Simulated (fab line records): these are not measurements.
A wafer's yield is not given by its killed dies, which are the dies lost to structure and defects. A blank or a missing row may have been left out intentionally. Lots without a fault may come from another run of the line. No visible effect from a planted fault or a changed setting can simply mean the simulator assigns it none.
Which tool was responsible?    flow gf180mcu    Sampling: 11 lots, 33 wafers, 4 of 602 route steps

== WHAT THE GAUGES READ, wafer by wafer ==
GF_HV_LDD_OVL_MEAS_08. Usual: HV_LDD_OVL typically reads 0.1 nm, with standard deviation 1.6.
lot   measured      on          HV_LDD_OVL (nm)  flag
L688  day 10 05:31  overlay-01  -2.4 -2.0 -1.7   
L690  day 10 19:01  overlay-01  1.9 2.3 3.2      
L691  day 11 02:46  overlay-02  0.8 0.8 0.9      
L692  day 11 15:22  overlay-01  0.3 1.8 1.8      
L693  day 11 20:04  overlay-01  0.2 -0.4 0.8     
L694  day 12 04:58  overlay-01  -1.2 -1.7 -2.1   
L698  day 13 11:35  overlay-01  4.9 3.1 1.9      
L703  day 14 20:04  overlay-01  0.2 -0.2 1.1     
L706  day 15 21:40  overlay-01  2.0 0.3 -1.0     
L707  day 16 06:49  overlay-02  -2.3             
L710  day 17 01:04  overlay-02  -0.6 0.2 -1.7    

== WHAT TOOL EACH LOT RAN ON (gives the tool, then ch and the chambers of the sampled wafers, and finally the start) ==
lot   GF_VT_IMPLANT_STRIP_42                GF_POLY_GATE_ETCH_13              GF_POLY_GATE_STRIP_14
L688  plasma-asher-04 ch 0,1, day 7 18:59   rie-si-01 ch 1,2,3, day 9 10:25   plasma-asher-04 ch 0,1, day 9 10:28
L690  plasma-asher-02 ch 0,1, day 8 06:47   rie-si-01 ch 0,1, day 9 23:35     plasma-asher-04 ch 0,1, day 9 23:38
L691  plasma-asher-02 ch 1, day 8 13:32     rie-si-02 ch 0,2, day 10 06:38    plasma-asher-04 ch 0,1, day 10 06:41
L692  plasma-asher-04 ch 0,1, day 9 00:07   rie-si-01 ch 0,1,2, day 10 17:53  plasma-asher-01 ch 0,1, day 10 17:56
L693  plasma-asher-03 ch 0,1, day 9 04:59   rie-si-01 ch 0,1,2, day 10 23:33  plasma-asher-01 ch 0,1, day 10 23:36
L694  plasma-asher-03 ch 0,1, day 9 13:05   rie-si-02 ch 1,2,3, day 11 07:18  plasma-asher-02 ch 0,1, day 11 07:21
L698  plasma-asher-03 ch 1, day 10 16:14    rie-si-01 ch 0,1,2, day 12 13:29  plasma-asher-01 ch 0,1, day 12 13:32
L703  plasma-asher-03 ch 0, day 11 23:44    rie-si-01 ch 0,1, day 13 21:33    plasma-asher-01 ch 0,1, day 13 21:36
L706  plasma-asher-02 ch 0,1, day 12 22:13  rie-si-02 ch 0,2,3, day 14 22:13  plasma-asher-01 ch 0,1, day 14 22:16
L707  plasma-asher-02 ch 0,1, day 13 04:59  rie-si-01 ch 0,3, day 15 05:45    plasma-asher-01 ch 0, day 15 05:48
L710  plasma-asher-03 ch 0,1, day 13 23:58  rie-si-02 ch 0,1,2, day 16 00:31  plasma-asher-04 ch 0,1, day 16 00:34
- GF_VT_IMPLANT_STRIP_42: strips in O2/N2.
- GF_POLY_GATE_ETCH_13: etches poly-Si in HBr/Cl2, stops on SiO2, target depth 198.5 nm, time 69.6 s.
- GF_POLY_GATE_STRIP_14: strips in O2/N2.

== AS READ BY THE TOOLS THEMSELVES (means over the sampled wafers that have a number; for cases with no such wafer, the mark the record gives instead) ==
GF_VT_IMPLANT_STRIP_42. Usual: drypump-motor-current-A 5.83 A, standard deviation 0.23; heater-power-w 330 W, standard deviation 13; oes-product-au 0.716 a.u., standard deviation 0.0046; strip-time-to-endpoint-s 12.62 s, standard deviation 0.037.
lot   tool             drypump-motor-current-A (A)  heater-power-w (W)  oes-product-au (a.u.)  strip-time-to-endpoint-s (s)  flag
L688  plasma-asher-04  5.67                         329                 0.715                  12.56                         
L690  plasma-asher-02  5.94                         322                 0.715                  12.66                         
L691  plasma-asher-02  6.06                         311                 0.716                  12.62                         
L692  plasma-asher-04  5.63                         334                 0.715                  12.68                         
L693  plasma-asher-03  6.05                         329                 0.720                  12.61                         
L694  plasma-asher-03  5.95                         332                 0.720                  12.66                         
L698  plasma-asher-03  6.19                         342                 0.715                  12.60                         
L703  plasma-asher-03  5.84                         328                 0.712                  12.58                         
L706  plasma-asher-02  5.78                         346                 0.716                  12.65                         
L707  plasma-asher-02  5.74                         330                 0.717                  12.61                         
L710  plasma-asher-03  6.06                         333                 0.719                  12.61                         

GF_POLY_GATE_ETCH_13. Usual: drypump-motor-current-A 5.7 A, standard deviation 0.51; oes-product-au 0.991 a.u., standard deviation 0.007; run-length-s 98.0 s, standard deviation 0.43; throttle-valve-pct 33.685 %, standard deviation 0.0092.
lot   tool       drypump-motor-current-A (A)  oes-product-au (a.u.)  run-length-s (s)  throttle-valve-pct (%)  flag
L688  rie-si-01  6.0                          0.982                  98.2              33.685                  
L690  rie-si-01  5.6                          0.997                  97.8              33.683                  
L691  rie-si-02  5.5                          0.997                  97.7              33.681                  
L692  rie-si-01  5.8                          0.991                  97.9              33.683                  
L693  rie-si-01  5.8                          0.988                  98.1              33.687                  
L694  rie-si-02  5.7                          0.990                  98.0              33.684                  
L698  rie-si-01  5.8                          0.988                  98.0              33.685                  
L703  rie-si-01  5.6                          0.995                  97.9              33.684                  
L706  rie-si-02  5.6                          0.989                  97.8              33.677                  
L707  rie-si-01  5.6                          0.987                  81.1              33.676                  OFF
L710  rie-si-02  5.6                          0.991                  98.0              33.686                  

GF_POLY_GATE_STRIP_14. Usual: drypump-motor-current-A 5.78 A, standard deviation 0.18; heater-power-w 333 W, standard deviation 19; oes-product-au 0.504 a.u., standard deviation 0.0045.
lot   tool             drypump-motor-current-A (A)  heater-power-w (W)  oes-product-au (a.u.)  flag
L688  plasma-asher-04  5.64                         335                 0.502                  
L690  plasma-asher-04  5.68                         323                 0.506                  
L691  plasma-asher-04  5.63                         334                 0.508                  
L692  plasma-asher-01  5.93                         344                 0.506                  
L693  plasma-asher-01  5.85                         330                 0.500                  
L694  plasma-asher-02  5.77                         332                 0.504                  
L698  plasma-asher-01  5.85                         340                 0.502                  
L703  plasma-asher-01  5.93                         345                 0.503                  
L706  plasma-asher-01  5.94                         352                 0.506                  
L707  plasma-asher-01  5.83                         323                 0.511                  
L710  plasma-asher-04  5.66                         323                 0.507                  

== THE ANSWER, worked out from the rows above alone ==
Rule: a lot is off if the mean of its wafers that have a number lies more than 3 standard deviations from the usual mean. A lot without any number at a reading at which 4 lots or more have one is off too. Any other lot the step has rows for is counted as sound. The gauges are gone through in route order, then the tools' own readings, and for those a lot's mean is taken as printed above. At the first step where some lot is off, the reading lying furthest off is the one used; lots without a number count as furthest.
Off: L707, at GF_POLY_GATE_ETCH_13 (run-length-s).
If a tool, at that step or one of the process steps before it, ran each lot that is off and ran no sound lot following the first of them, it fits. This does not decide it: 2 tools fit, namely plasma-asher-02 at GF_VT_IMPLANT_STRIP_42 and rie-si-01 at GF_POLY_GATE_ETCH_13.

== WHAT WAS PUT IN BY THE SIMULATOR ==
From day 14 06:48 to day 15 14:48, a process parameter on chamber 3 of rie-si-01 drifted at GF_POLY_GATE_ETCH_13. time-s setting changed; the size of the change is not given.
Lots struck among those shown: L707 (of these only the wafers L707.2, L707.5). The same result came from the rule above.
